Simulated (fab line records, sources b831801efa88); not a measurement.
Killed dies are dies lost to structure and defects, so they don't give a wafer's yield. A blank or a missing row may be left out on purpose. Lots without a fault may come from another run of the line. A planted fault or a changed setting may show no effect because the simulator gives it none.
fab line records | flow sky130
record lots=5 wafers=15 last_day=49
route steps=708 shown CAP2M@603 METAL4@621
lots that met no fault: from a run of the same line without faults
start_h: hours from the record's first day to the start of the lot's first wafer shown | wait_h: hours since the lot's step before | " the same as in the row above | L1.1+2: a row that stands for several wafers | - no value, or no start given | * or withheld: withheld | < > ~ a bound
route shown NAME@n: a module of which the file shows steps, and the number in the route of the first | usual: mean/standard deviation of fault-free wafers | same: alike in all rows | chamber/n: place in a boat | sites: the reading at each site | _std_site: their standard deviation | _edge_site: outer sites' mean less inner sites' | radius_mm: how far each site lies from the wafer's centre | mask NAME#n: copy n | behind: the tool/chamber that last shaped the wafer | hold: why the lot was held/for how many hours/how that ended | device: the transistor (n, p or np) that didn't switch | end of line: the same wafers' tests at the end of the route | a step without rows: its recipe alone | killed: dies lost to structure and defects at the first sort, not the wafer's yield | map: a wafer's dies, x killed, . not, _ none there
set.NAME: the setting as run; set.NAME@STEP: as run at that earlier step | model.NAME: the simulator's own value behind a step, which no gauge read
lots at some steps of the route; a table a step, a row a wafer
services: from which hour (start_h, from the record's first day; less than 0 if before it) a tool's chamber was out of use, for how many hours, and why
## steps
# step SKY_CAP2M_CVD_00
# recipe material=SiO2 target_thk_nm=15.5 temp_c=400 time_s=withheld rf_w=450
# usual heater_power_w=646/78
# columns lot.wafer tool chamber start_h wait_h heater_power_w
L079.1 pecvd-01 2 963.68 0.0 753
L079.3 " 1 " " 664
L079.4 " 0 " " 655
L085.2 pecvd-03 2 1003.36 0.0 605
L085.3 " 1 " " 605
L085.6 " 1 " " 619
L088.2 pecvd-04 0 1021.95 0.0 734
L088.5 " 0 " " 728
L088.6 " 2 " " 850
L089.2 pecvd-01 1 1029.25 0.0 662
L089.3 " 1 " " 665
L089.6 " 1 " " 653
L091.1 pecvd-03 2 1040.79 0.0 683
L091.5 " 0 " " 631
L091.6 " 1 " " 598
# step SKY_CAP2M_THK_MEAS_01
# recipe reads=SiO2_of_CAP2M_CVD_00
# usual CAP2M_CVD_00_THK=15.67/0.23
# columns lot.wafer tool chamber start_h wait_h CAP2M_CVD_00_THK[nm]
L079.1 film_metro-01 - 963.70 - 15.73
L079.3 " - " " 15.49
L079.4 " - " " 15.69
L085.2 film_metro-01 - 1003.39 - 15.37
L085.3 " - " " 15.42
L085.6 " - " " 15.81
L088.2 film_metro-04 - 1021.98 - 15.48
L088.5 " - " " 15.60
L088.6 " - " " 15.86
L089.2 film_metro-04 - 1029.30 - 15.63
L089.3 " - " " 15.95
L089.6 " - " " 15.93
L091.1 film_metro-02 - 1040.81 - 15.19
L091.5 " - " " 15.89
L091.6 " - " " 15.91
# step SKY_CAP2M_SPUTTER_02
# recipe material=TiN target_thk_nm=200 temp_c=300 power_w=6500 time_s=166.7 chamber_pressure_pa=0.4
# usual substrate_temp_c=300.02/0.19 throttle_valve_pct=30.2/0.75
# columns lot.wafer tool chamber start_h wait_h substrate_temp_c throttle_valve_pct
L079.1 pvd_sputter-02 - 963.76 0.1 299.76 29.4
L079.3 " - " " 300.00 30.7
L079.4 " - " " 299.91 29.2
L085.2 pvd_sputter-02 - 1003.44 0.0 299.99 30.6
L085.3 " - " " 300.26 31.3
L085.6 " - " " 300.52 28.9
L088.2 pvd_sputter-02 - 1022.03 0.0 299.94 28.8
L088.5 " - " " 300.03 29.1
L088.6 " - " " 299.78 30.6
L089.2 pvd_sputter-01 - 1029.35 0.0 299.82 30.4
L089.3 " - " " 299.88 29.0
L089.6 " - " " 300.05 31.0
L091.1 pvd_sputter-01 - 1040.87 0.1 299.91 31.1
L091.5 " - " " 299.73 30.9
L091.6 " - " " 299.96 31.0
# step SKY_CAP2M_RS_MEAS_03
# recipe thk_meas_gauge=four-point-probe reads=TiN_of_CAP2M_SPUTTER_02
# usual CAP2M_TIN_RS=6.94/0.08
# columns lot.wafer tool chamber start_h wait_h CAP2M_TIN_RS[ohm/sq]
L079.1 film_metro-02 - 963.87 0.1 6.84
L079.3 " - " " 6.88
L079.4 " - " " 6.89
L085.2 film_metro-01 - 1003.57 0.1 6.90
L085.3 " - " " 7.01
L085.6 " - " " 6.89
L088.2 film_metro-04 - 1022.16 0.1 6.81
L088.5 " - " " 6.81
L088.6 " - " " 6.86
L089.2 film_metro-01 - 1029.48 0.1 7.00
L089.3 " - " " 6.92
L089.6 " - " " 6.81
L091.1 film_metro-04 - 1040.98 0.1 6.87
L091.5 " - " " 6.88
L091.6 " - " " 6.81
# step SKY_CAP2M_THK_MEAS_04
# recipe thk_meas_gauge=xrf reads=TiN_of_CAP2M_SPUTTER_02
# usual CAP2M_TIN_THK=198.5/2.5
# columns lot.wafer tool chamber start_h wait_h CAP2M_TIN_THK[nm]
L079.1 film_metro-02 - 963.99 0.1 202.4
L079.3 " - " " 201.4
L079.4 " - " " 202.1
L085.2 film_metro-01 - 1003.68 0.1 198.7
L085.3 " - " " 195.6
L085.6 " - " " 201.0
L088.2 film_metro-04 - 1022.27 0.1 199.8
L088.5 " - " " 200.5
L088.6 " - " " 198.7
L089.2 film_metro-01 - 1029.59 0.1 196.7
L089.3 " - " " 198.8
L089.6 " - " " 202.6
L091.1 film_metro-04 - 1041.10 0.1 199.8
L091.5 " - " " 199.9
L091.6 " - " " 201.9
# step SKY_CAP2M_DEHYDRATE_05
# recipe temp_c=200 time_s=60
# usual resist_line_temp_C=23.01/0.098
# columns lot.wafer tool chamber start_h wait_h resist_line_temp_C
L079.1 litho_track-03 0 975.55 11.6 23.02
L079.3 " 0 " " 22.94
L079.4 " 0 " " 23.11
L085.2 litho_track-02 0 1014.46 10.8 23.04
L085.3 " 0 " " 22.94
L085.6 " 0 " " 22.96
L088.2 litho_track-02 0 1032.26 10.0 22.98
L088.5 " 0 " " 23.02
L088.6 " 0 " " 22.98
L089.2 litho_track-01 0 1040.30 10.7 22.81
L089.3 " 0 " " 22.96
L089.6 " 0 " " 22.98
L091.1 litho_track-03 0 1050.95 9.8 23.04
L091.5 " 0 " " 23.02
L091.6 " 0 " " 23.02
# step SKY_CAP2M_HMDS_06
# recipe prime_time_s=60 prime_temp_c=120
# usual resist_line_temp_C=23.00/0.095
# columns lot.wafer tool chamber start_h wait_h resist_line_temp_C
L079.1 litho_track-03 0 975.70 0.1 22.96
L079.3 " 0 " " 22.98
L079.4 " 0 " " 23.02
L085.2 litho_track-02 0 1014.61 0.1 23.05
L085.3 " 0 " " 22.93
L085.6 " 0 " " 23.00
L088.2 litho_track-02 0 1032.41 0.1 22.91
L088.5 " 0 " " 22.92
L088.6 " 0 " " 22.87
L089.2 litho_track-01 0 1040.45 0.1 23.07
L089.3 " 0 " " 23.20
L089.6 " 0 " " 23.02
L091.1 litho_track-03 0 1051.10 0.1 22.98
L091.5 " 0 " " 23.05
L091.6 " 0 " " 23.18
# step SKY_CAP2M_COAT_07
# recipe resist=NOVOLAK spin_rpm=3000 resist_thk_nm=1140
# usual resist_line_temp_C=23.00/0.11
# columns lot.wafer tool chamber start_h wait_h resist_line_temp_C
L079.1 litho_track-03 0 975.85 0.1 23.11
L079.3 " 0 " " 23.09
L079.4 " 0 " " 23.08
L085.2 litho_track-02 0 1014.76 0.1 23.02
L085.3 " 0 " " 23.06
L085.6 " 0 " " 23.06
L088.2 litho_track-02 0 1032.56 0.1 23.01
L088.5 " 0 " " 23.00
L088.6 " 0 " " 22.91
L089.2 litho_track-01 0 1040.60 0.1 23.01
L089.3 " 0 " " 23.06
L089.6 " 0 " " 23.18
L091.1 litho_track-03 0 1051.25 0.1 23.00
L091.5 " 0 " " 23.00
L091.6 " 0 " " 22.94
# step SKY_CAP2M_SOFTBAKE_08
# recipe temp_c=90 time_s=60 resist=NOVOLAK
# usual resist_line_temp_C=23.00/0.1
# columns lot.wafer tool chamber start_h wait_h resist_line_temp_C
L079.1 litho_track-03 0 976.00 0.1 22.98
L079.3 " 0 " " 22.95
L079.4 " 0 " " 23.09
L085.2 litho_track-02 0 1014.91 0.1 23.03
L085.3 " 0 " " 22.87
L085.6 " 0 " " 22.92
L088.2 litho_track-02 0 1032.71 0.1 22.94
L088.5 " 0 " " 23.09
L088.6 " 0 " " 23.03
L089.2 litho_track-01 0 1040.75 0.1 23.04
L089.3 " 0 " " 23.04
L089.6 " 0 " " 23.02
L091.1 litho_track-03 0 1051.40 0.1 22.99
L091.5 " 0 " " 23.02
L091.6 " 0 " " 22.96
# step SKY_CAP2M_EXPOSE_09
# recipe mask_id=CAP2M na=0.6 source_shape=conventional sigma_outer=0.6 polarization=unpolarized target_cd_nm=1000 dose_mj=159
# columns lot.wafer tool chamber start_h wait_h mask
L079.1+3+4 iline_stepper-02 0 - - CAP2M#0
L085.2+3+6 iline_stepper-02 0 - - CAP2M#0
L088.2+5+6 iline_stepper-01 0 - - CAP2M#0
L089.2+3+6 iline_stepper-02 0 - - CAP2M#0
L091.1+5+6 iline_stepper-02 0 - - CAP2M#0
# step SKY_CAP2M_PEB_10
# recipe temp_c=withheld time_s=* resist=NOVOLAK
# usual resist_line_temp_C=*
# columns lot.wafer tool chamber start_h wait_h resist_line_temp_C
L079.1 litho_track-01 0 - - *
L079.3 " 0 " " *
L079.4 " 0 " " *
L085.2 litho_track-03 0 - - *
L085.3 " 0 " " *
L085.6 " 0 " " *
L088.2 litho_track-02 0 - - *
L088.5 " 0 " " *
L088.6 " 0 " " *
L089.2 litho_track-02 0 - - *
L089.3 " 0 " " *
L089.6 " 0 " " *
L091.1 litho_track-02 0 - - *
L091.5 " 0 " " *
L091.6 " 0 " " *
# step SKY_CAP2M_DEVELOP_11
# recipe resist=NOVOLAK developer=TMAH develop_time_s=60 dev_temp_c=23
# usual resist_line_temp_C=23.00/0.1
# columns lot.wafer tool chamber start_h wait_h resist_line_temp_C
L079.1 litho_track-01 0 986.87 0.1 22.98
L079.3 " 0 " " 23.07
L079.4 " 0 " " 23.14
L085.2 litho_track-03 0 1025.88 0.1 23.14
L085.3 " 0 " " 23.19
L085.6 " 0 " " 23.15
L088.2 litho_track-02 0 1043.76 0.1 22.90
L088.5 " 0 " " 23.11
L088.6 " 0 " " 22.93
L089.2 litho_track-02 0 1051.01 0.1 23.07
L089.3 " 0 " " 22.80
L089.6 " 0 " " 23.01
L091.1 litho_track-02 0 1062.33 0.1 23.00
L091.5 " 0 " " 23.24
L091.6 " 0 " " 23.04
# step SKY_CAP2M_OVL_MEAS_12
# usual CAP2M_OVL=-0.8/1.5
# columns lot.wafer tool chamber start_h wait_h CAP2M_OVL[nm]
L079.1 overlay-02 - 987.02 0.1 0.1
L079.3 " - " " 0.8
L079.4 " - " " 1.1
L085.2 overlay-01 - 1026.01 0.1 0.9
L085.3 " - " " -1.1
L085.6 " - " " 1.7
L088.2 overlay-01 - 1043.89 0.1 -2.9
L088.5 " - " " -1.2
L088.6 " - " " -3.4
L089.2 overlay-01 - 1051.14 0.1 1.3
L089.3 " - " " 1.5
L089.6 " - " " 3.1
L091.1 overlay-01 - 1062.48 0.1 0.0
L091.5 " - " " 0.7
L091.6 " - " " 0.6
# step SKY_CAP2M_METAL_ETCH_13
# recipe target_depth_nm=220 stop_on=SiO2 chemistry=Cl2/BCl3 target=TiN pressure_mtorr=10 icp_w=900 bias_w=48.5 Cl2_flow_sccm=60 bcl3_flow_sccm=30 time_s=62.9
# usual drypump_motor_current_A=5.7/0.47 oes_product_au=0.939/0.0079 throttle_valve_pct=21.904/0.0095
# columns lot.wafer tool chamber start_h wait_h drypump_motor_current_A oes_product_au rf_hours_counter_h throttle_valve_pct
L079.1 rie_metal-01 0 987.06 0.0 5.7 0.948 9 21.887
L079.3 " 1 " " 5.0 0.949 - 21.897
L079.4 " 0 " " 5.7 0.948 - 21.921
L085.2 rie_metal-04 1 1026.04 0.0 6.4 0.940 8 21.912
L085.3 " 1 " " 6.4 0.932 - 21.921
L085.6 " 1 " " 6.4 0.955 - 21.904
L088.2 rie_metal-03 0 1043.92 0.0 6.3 0.943 19 21.912
L088.5 " 0 " " 6.3 0.950 - 21.903
L088.6 " 1 " " 5.8 0.952 - 21.891
L089.2 rie_metal-01 0 1051.17 0.0 5.7 0.937 13 21.919
L089.3 " 0 " " 5.7 0.945 - 21.906
L089.6 " 1 " " 5.0 0.946 - 21.891
L091.1 rie_metal-01 1 1062.52 0.0 5.0 0.945 12 21.897
L091.5 " 1 " " 5.0 0.950 - 21.898
L091.6 " 0 " " 5.7 0.942 - 21.897
# step SKY_CAP2M_STRIP_14
# recipe chemistry=O2/N2 power_w=1400 pressure_mtorr=1500 platen_temp_c=withheld o2_flow_sccm=3000 n2_flow_sccm=300 overash_fraction=0.5
# usual drypump_motor_current_A=6.0/0.62 n2_flow_sccm=300.0/0.96 oes_product_au=0.710/0.0044 strip_time_to_endpoint_s=12.66/0.045
# columns lot.wafer tool chamber start_h wait_h drypump_motor_current_A n2_flow_sccm oes_product_au rf_hours_counter_h strip_time_to_endpoint_s
L079.1 plasma_asher-04 1 987.14 0.1 5.4 299.2 0.715 85 12.65
L079.3 " 1 " " 5.4 301.3 0.713 - 12.71
L079.4 " 0 " " 6.5 299.4 0.706 - 12.69
L085.2 plasma_asher-02 0 1026.12 0.1 5.2 299.4 0.713 55 12.65
L085.3 " 0 " " 5.2 300.3 0.713 - 12.62
L085.6 " 0 " " 5.2 300.6 0.716 - 12.58
L088.2 plasma_asher-04 0 1044.00 0.1 6.5 298.8 0.701 91 12.63
L088.5 " 1 " " 5.3 299.2 0.709 - 12.65
L088.6 " 0 " " 6.5 298.5 0.711 - 12.60
L089.2 plasma_asher-04 0 1051.25 0.1 6.5 299.9 0.710 91 12.70
L089.3 " 1 " " 5.3 300.3 0.705 - 12.74
L089.6 " 0 " " 6.5 299.4 0.706 - 12.71
L091.1 plasma_asher-04 0 1062.60 0.1 6.5 299.7 0.705 92 12.63
L091.5 " 1 " " 5.3 300.5 0.709 - 12.65
L091.6 " 0 " " 6.5 299.1 0.717 - 12.62
# step SKY_CAP2M_STRIP_15
# recipe chemistry=post_etch_residue_remover time_s=1200 temp_c=72.5
# usual bath_guard_temp_C=72.6/0.7
# columns lot.wafer tool chamber start_h wait_h bath_guard_temp_C
L079.1 wet_bench-03 2 987.24 0.1 72.7
L079.3 " 2 " " 72.6
L079.4 " 2 " " 72.8
L085.2 wet_bench-03 3 1026.22 0.1 71.7
L085.3 " 3 " " 71.3
L085.6 " 3 " " 71.4
L088.2 wet_bench-03 0 1044.10 0.1 72.1
L088.5 " 0 " " 72.5
L088.6 " 0 " " 72.4
L089.2 wet_bench-03 3 1051.35 0.1 71.6
L089.3 " 3 " " 71.4
L089.6 " 3 " " 71.4
L091.1 wet_bench-04 3 1062.70 0.1 73.6
L091.5 " 3 " " 73.2
L091.6 " 3 " " 73.1
# step SKY_CAP2M_CLEAN_16
# recipe chemistry=IPA time_s=180 temp_c=25
# columns lot.wafer tool chamber start_h wait_h
L079.1+3+4 wet_bench-01 3 987.58 0.0
L085.2+3+6 wet_bench-04 2 1026.56 0.0
L088.2+5+6 wet_bench-03 1 1044.44 0.0
L089.2+3+6 wet_bench-04 2 1051.69 0.0
L091.1+5+6 wet_bench-03 2 1063.04 0.0
# step SKY_CAP2M_CLEAN_17
# recipe chemistry=O3/DIW dry=n2_spin
# columns lot.wafer tool chamber start_h wait_h
L079.1+3+4 wet_bench-04 0 987.64 0.0
L085.2+3+6 wet_bench-01 3 1026.62 0.0
L088.2+5+6 wet_bench-01 3 1044.50 0.0
L089.2+3+6 wet_bench-03 2 1051.75 0.0
L091.1+5+6 wet_bench-04 2 1063.10 0.0
# step SKY_METAL4_DEHYDRATE_05
# recipe temp_c=200 time_s=60
# usual resist_line_temp_C=22.99/0.1
# columns lot.wafer tool chamber start_h wait_h resist_line_temp_C
L079.1 litho_track-03 0 998.70 11.0 23.01
L079.3 " 0 " " 22.88
L079.4 " 0 " " 23.05
L085.2 litho_track-02 0 1036.41 9.7 22.92
L085.3 " 0 " " 22.89
L085.6 " 0 " " 23.07
L088.2 litho_track-02 0 1054.61 10.0 23.00
L088.5 " 0 " " 23.07
L088.6 " 0 " " 23.01
L089.2 litho_track-02 0 1062.51 10.7 23.00
L089.3 " 0 " " 22.86
L089.6 " 0 " " 22.96
L091.1 litho_track-04 0 1072.84 9.6 23.00
L091.5 " 0 " " 23.10
L091.6 " 0 " " 23.00
# step SKY_METAL4_HMDS_06
# recipe prime_time_s=60 prime_temp_c=120
# usual resist_line_temp_C=23.04/0.11
# columns lot.wafer tool chamber start_h wait_h resist_line_temp_C
L079.1 litho_track-03 0 998.85 0.1 23.09
L079.3 " 0 " " 22.92
L079.4 " 0 " " 22.88
L085.2 litho_track-02 0 1036.56 0.1 22.95
L085.3 " 0 " " 23.03
L085.6 " 0 " " 22.96
L088.2 litho_track-02 0 1054.76 0.1 22.72
L088.5 " 0 " " 22.93
L088.6 " 0 " " 22.97
L089.2 litho_track-02 0 1062.66 0.1 22.93
L089.3 " 0 " " 23.28
L089.6 " 0 " " 23.10
L091.1 litho_track-04 0 1072.99 0.1 23.01
L091.5 " 0 " " 22.96
L091.6 " 0 " " 23.04
# step SKY_METAL4_COAT_07
# recipe resist=BARC temp_c=withheld time_s=withheld spin_rpm=3000 resist_thk_nm=60
# usual resist_line_temp_C=*
# columns lot.wafer tool chamber start_h wait_h resist_line_temp_C
L079.1 litho_track-03 0 999.00 0.1 *
L079.3 " 0 " " *
L079.4 " 0 " " *
L085.2 litho_track-02 0 1036.71 0.1 *
L085.3 " 0 " " *
L085.6 " 0 " " *
L088.2 litho_track-02 0 1054.91 0.1 *
L088.5 " 0 " " *
L088.6 " 0 " " *
L089.2 litho_track-02 0 1062.81 0.1 *
L089.3 " 0 " " *
L089.6 " 0 " " *
L091.1 litho_track-04 0 1073.14 0.1 *
L091.5 " 0 " " *
L091.6 " 0 " " *
# step SKY_METAL4_COAT_08
# recipe resist=KrF-thick spin_rpm=3000 resist_thk_nm=1158
# usual resist_line_temp_C=23.00/0.11
# columns lot.wafer tool chamber start_h wait_h resist_line_temp_C
L079.1 litho_track-03 0 - - 23.17
L079.3 " 0 " " 22.92
L079.4 " 0 " " 23.05
L085.2 litho_track-02 0 - - 22.88
L085.3 " 0 " " 23.08
L085.6 " 0 " " 22.94
L088.2 litho_track-02 0 - - 22.91
L088.5 " 0 " " 22.68
L088.6 " 0 " " 22.77
L089.2 litho_track-02 0 - - 23.02
L089.3 " 0 " " 23.00
L089.6 " 0 " " 22.93
L091.1 litho_track-04 0 - - 22.76
L091.5 " 0 " " 23.08
L091.6 " 0 " " 22.90
# step SKY_METAL4_SOFTBAKE_09
# recipe temp_c=100 time_s=90 resist=KrF-thick
# usual resist_line_temp_C=23.01/0.097
# columns lot.wafer tool chamber start_h wait_h resist_line_temp_C
L079.1 litho_track-03 0 - - 22.92
L079.3 " 0 " " 23.01
L079.4 " 0 " " 23.01
L085.2 litho_track-02 0 - - 23.20
L085.3 " 0 " " 22.94
L085.6 " 0 " " 23.11
L088.2 litho_track-02 0 - - 23.11
L088.5 " 0 " " 23.17
L088.6 " 0 " " 23.15
L089.2 litho_track-02 0 - - 22.93
L089.3 " 0 " " 23.04
L089.6 " 0 " " 22.97
L091.1 litho_track-04 0 - - 22.94
L091.5 " 0 " " 23.05
L091.6 " 0 " " 22.73
# step SKY_METAL4_EXPOSE_10
# recipe mask_id=MM4 na=0.68 source_shape=annular sigma_inner=0.4 sigma_outer=0.8 target_cd_nm=300 dose_mj=28
# same sigma_inner=0.4
# columns lot.wafer tool chamber start_h wait_h mask
L079.1+3+4 krf_scanner-02 0 - - MM4#0
L085.2+3+6 krf_scanner-01 0 - - MM4#0
L088.2+5+6 krf_scanner-01 0 - - MM4#0
L089.2+3+6 krf_scanner-01 0 - - MM4#0
L091.1+5+6 krf_scanner-02 0 - - MM4#0
# step SKY_METAL4_PEB_11
# recipe peb_temp_c=withheld peb_time_s=withheld resist=KrF-thick
# usual resist_line_temp_C=*
# columns lot.wafer tool chamber start_h wait_h resist_line_temp_C
L079.1 litho_track-03 0 - - *
L079.3 " 0 " " *
L079.4 " 0 " " *
L085.2 litho_track-04 0 - - *
L085.3 " 0 " " *
L085.6 " 0 " " *
L088.2 litho_track-03 0 - - *
L088.5 " 0 " " *
L088.6 " 0 " " *
L089.2 litho_track-03 0 - - *
L089.3 " 0 " " *
L089.6 " 0 " " *
L091.1 litho_track-02 0 - - *
L091.5 " 0 " " *
L091.6 " 0 " " *
# step SKY_METAL4_DEVELOP_12
# recipe develop_time_s=60 resist=KrF-thick dev_temp_c=21
# usual resist_line_temp_C=23.01/0.1
# columns lot.wafer tool chamber start_h wait_h resist_line_temp_C
L079.1 litho_track-03 0 - - 22.99
L079.3 " 0 " " 22.95
L079.4 " 0 " " 23.00
L085.2 litho_track-04 0 - - 23.20
L085.3 " 0 " " 23.18
L085.6 " 0 " " 23.05
L088.2 litho_track-03 0 - - 22.90
L088.5 " 0 " " 22.96
L088.6 " 0 " " 23.02
L089.2 litho_track-03 0 - - 22.97
L089.3 " 0 " " 22.94
L089.6 " 0 " " 22.94
L091.1 litho_track-02 0 - - 23.04
L091.5 " 0 " " 22.94
L091.6 " 0 " " 22.90
# step SKY_METAL4_CD_MEAS_13
# recipe target_cd_nm=300
# usual cd_nm=299.8/1.5
# columns lot.wafer tool chamber start_h wait_h cd_nm
L079.1 cd_sem-02 - 1011.00 - 298.6
L079.3 " - " " 298.7
L079.4 " - " " 297.8
L085.2 cd_sem-01 - 1048.26 - 300.5
L085.3 " - " " 301.2
L085.6 " - " " 301.9
L088.2 cd_sem-02 - 1066.38 - 300.4
L088.5 " - " " 301.5
L088.6 " - " " 301.7
L089.2 cd_sem-02 - 1073.78 - 299.7
L089.3 " - " " 299.3
L089.6 " - " " 298.5
L091.1 cd_sem-01 - 1083.78 - 301.4
L091.5 " - " " 301.5
L091.6 " - " " 301.0
# step SKY_METAL4_OVL_MEAS_14
# usual METAL4_OVL=2/5.8
# columns lot.wafer tool chamber start_h wait_h METAL4_OVL[nm]
L079.1 overlay-02 - 1011.12 0.1 8
L079.3 " - " " 6
L079.4 " - " " 8
L085.2 overlay-01 - 1048.36 0.1 6
L085.3 " - " " 0
L085.6 " - " " 4
L088.2 overlay-01 - 1066.48 0.1 -1
L088.5 " - " " 8
L088.6 " - " " 8
L089.2 overlay-02 - 1073.88 0.1 4
L089.3 " - " " 0
L089.6 " - " " 1
L091.1 overlay-01 - 1083.90 0.1 -1
L091.5 " - " " 1
L091.6 " - " " 7
# step SKY_METAL4_DESCUM_15
# recipe chemistry=O2 source_power_w=150 bias_power_w=0 pressure_mtorr=10 temp_c=40 time_s=8
# usual drypump_motor_current_A=5.9/0.6 oes_product_au=0.998/0.011
# columns lot.wafer tool chamber start_h wait_h drypump_motor_current_A oes_product_au rf_hours_counter_h
L079.1 rie_metal-02 1 1011.16 0.0 6.6 0.989 5
L079.3 " 1 " " 6.6 0.994 -
L079.4 " 0 " " 6.6 1.001 -
L085.2 rie_metal-03 1 1048.39 0.0 5.8 1.005 12
L085.3 " 1 " " 5.8 1.018 -
L085.6 " 0 " " 6.3 1.001 -
L088.2 rie_metal-01 0 1066.51 0.0 5.7 1.007 14
L088.5 " 1 " " 5.0 1.001 -
L088.6 " 0 " " 5.7 1.008 -
L089.2 rie_metal-03 0 1073.91 0.0 6.3 1.000 21
L089.3 " 0 " " 6.3 1.002 -
L089.6 " 0 " " 6.3 1.000 -
L091.1 rie_metal-01 0 1083.94 0.0 5.7 1.011 15
L091.5 " 0 " " 5.7 1.002 -
L091.6 " 1 " " 5.0 1.000 -
# step SKY_METAL4_ETCH_16
# recipe chemistry=N2/H2 target=BARC ion_energy_ev=200 bias_w=100 pressure_mtorr=30 n2_flow_sccm=100 h2_flow_sccm=200 icp_w=500 stop_on=SiO2 time_s=88.2 target_depth_a=600
# usual drypump_motor_current_A=5.9/0.6 n2_flow_sccm=100.0/0.31 oes_product_au=0.626/0.0047 throttle_valve_pct=13.205/0.0092
# columns lot.wafer tool chamber start_h wait_h drypump_motor_current_A n2_flow_sccm oes_product_au rf_hours_counter_h throttle_valve_pct
L079.1 rie_metal-02 1 1011.19 0.0 6.5 99.5 0.628 5 13.208
L079.3 " 1 " " 6.5 100.2 0.622 - 13.219
L079.4 " 0 " " 6.6 100.2 0.624 - 13.205
L085.2 rie_metal-03 1 1048.42 0.0 5.8 100.5 0.630 12 13.197
L085.3 " 1 " " 5.8 100.0 0.627 - 13.218
L085.6 " 0 " " 6.3 100.2 0.625 - 13.178
L088.2 rie_metal-01 0 1066.54 0.0 5.8 100.2 0.631 14 13.199
L088.5 " 1 " " 5.0 100.1 0.628 - 13.210
L088.6 " 0 " " 5.7 100.1 0.635 - 13.189
L089.2 rie_metal-03 0 1073.94 0.0 6.3 100.3 0.629 21 13.203
L089.3 " 0 " " 6.3 99.6 0.624 - 13.197
L089.6 " 0 " " 6.3 99.9 0.630 - 13.209
L091.1 rie_metal-01 0 1083.97 0.0 5.7 100.1 0.620 15 13.204
L091.5 " 0 " " 5.7 99.8 0.632 - 13.210
L091.6 " 1 " " 5.0 100.1 0.627 - 13.213
# step SKY_METAL4_ETCH_17
# recipe target=SiO2 stop_on=TiN chemistry=C4F8/O2/Ar source_w=1500 bias_w=1200 pressure_mtorr=40 c4f8_flow_sccm=withheld O2_flow_sccm=6 Ar_flow_sccm=300 time_s=3.9 target_depth_a=150
# usual oes_product_au=0.758/0.0071
# columns lot.wafer tool chamber start_h wait_h oes_product_au rf_hours_counter_h
L079.1 rie_diel-01 2 1011.29 0.1 0.743 20
L079.3 " 3 " " 0.759 6
L079.4 " 1 " " 0.758 18
L085.2 rie_diel-02 0 1048.52 0.1 0.746 5
L085.3 " 2 " " 0.750 21
L085.6 " 2 " " 0.765 -
L088.2 rie_diel-02 2 1066.64 0.1 0.749 22
L088.5 " 1 " " 0.752 -
L088.6 " 0 " " 0.757 -
L089.2 rie_diel-02 2 1074.04 0.1 0.764 22
L089.3 " 3 " " 0.764 25
L089.6 " 3 " " 0.762 -
L091.1 rie_diel-04 3 1084.07 0.1 0.747 25
L091.5 " 3 " " 0.757 -
L091.6 " 0 " " 0.762 -
# step SKY_METAL4_METAL_ETCH_18
# recipe target_depth_a=8450 stop_on=SiO2 over_etch_frac=0.3 time_s=183.1 chemistry=Cl2/BCl3 resist_sidewall_deg=88 pressure_mtorr=10 icp_w=900 bias_w=48.5 Cl2_flow_sccm=60 bcl3_flow_sccm=30
# usual drypump_motor_current_A=6.2/0.49 oes_product_au=0.865/0.0065 throttle_valve_pct=22.263/0.0092
# columns lot.wafer tool chamber start_h wait_h drypump_motor_current_A oes_product_au rf_hours_counter_h throttle_valve_pct
L079.1 rie_metal-03 0 1011.31 0.0 6.3 0.860 18 22.246
L079.3 " 0 " " 6.3 0.859 - 22.259
L079.4 " 1 " " 5.8 0.865 - 22.249
L085.2 rie_metal-02 1 1048.54 0.0 6.6 0.858 8 22.273
L085.3 " 1 " " 6.5 0.861 - 22.264
L085.6 " 1 " " 6.5 0.862 - 22.253
L088.2 rie_metal-02 0 1066.66 0.0 6.6 0.868 13 22.250
L088.5 " 1 " " 6.6 0.868 - 22.263
L088.6 " 0 " " 6.6 0.874 - 22.263
L089.2 rie_metal-02 1 1074.06 0.0 6.5 0.866 10 22.263
L089.3 " 1 " " 6.5 0.857 - 22.262
L089.6 " 1 " " 6.5 0.865 - 22.261
L091.1 rie_metal-02 0 1084.09 0.0 6.6 0.862 15 22.260
L091.5 " 0 " " 6.6 0.858 - 22.252
L091.6 " 1 " " 6.5 0.860 - 22.271
# step SKY_METAL4_STRIP_19
# recipe chemistry=O2/N2 power_w=1400 pressure_mtorr=1500 platen_temp_c=withheld o2_flow_sccm=3000 n2_flow_sccm=300 overash_fraction=0.5
# usual drypump_motor_current_A=6.0/0.56 n2_flow_sccm=300.0/0.87 oes_product_au=0.512/0.0064 strip_time_to_endpoint_s=6.78/0.094
# columns lot.wafer tool chamber start_h wait_h drypump_motor_current_A n2_flow_sccm oes_product_au rf_hours_counter_h strip_time_to_endpoint_s
L079.1 plasma_asher-03 0 1011.49 0.1 6.7 299.7 0.501 120 6.64
L079.3 " 1 " " 5.5 300.7 0.507 - 6.65
L079.4 " 0 " " 6.6 299.6 0.503 - 6.59
L085.2 plasma_asher-03 1 1048.72 0.1 5.5 301.7 0.515 123 6.81
L085.3 " 1 " " 5.5 301.2 0.505 - 6.77
L085.6 " 1 " " 5.5 302.8 0.504 - 6.75
L088.2 plasma_asher-03 0 1066.84 0.1 6.7 299.2 0.500 0 6.86
L088.5 " 1 " " 5.5 299.7 0.509 - 6.94
L088.6 " 0 " " 6.6 298.1 0.521 - 6.95
L089.2 plasma_asher-02 1 1074.24 0.1 6.6 299.1 0.527 60 6.80
L089.3 " 1 " " 6.6 299.8 0.519 - 6.87
L089.6 " 1 " " 6.6 299.7 0.509 - 6.80
L091.1 plasma_asher-02 0 1084.27 0.1 5.2 300.4 0.508 61 6.81
L091.5 " 0 " " 5.2 301.5 0.515 - 6.80
L091.6 " 1 " " 6.5 299.4 0.512 - 6.81
## services
# columns tool chamber start_h hours kind
rie_metal-02 1 946.32 1.4 repair
krf_scanner-01 - 947.39 7.2 pm
rie_diel-02 - 947.96 2.8 pm
plasma_asher-03 - 950.21 2.2 repair
plasma_asher-02 - 952.40 1.0 repair
krf_scanner-01 - 961.01 0.8 pm
wet_bench-03 - 962.30 1.9 pm
krf_scanner-01 - 969.54 1.0 pm
krf_scanner-01 - 978.36 4.4 pm
iline_stepper-02 - 1000.82 1.7 pm
rie_diel-02 0 1005.96 1.2 repair
wet_bench-01 - 1016.31 1.9 pm
rie_metal-03 - 1023.00 19.2 repair
iline_stepper-02 - 1023.41 2.0 repair
krf_scanner-01 - 1030.41 0.9 repair
wet_bench-01 - 1050.46 6.2 repair
rie_metal-03 - 1050.76 0.2 repair
rie_metal-02 - 1053.13 0.3 repair
plasma_asher-03 - 1055.25 9.0 pm
rie_metal-03 - 1067.54 0.6 repair
rie_diel-02 0 1070.52 6.6 repair
krf_scanner-01 - 1074.33 3.6 pm
iline_stepper-02 - 1074.89 6.1 repair
plasma_asher-03 - 1077.99 15.6 pm
## key
fault none
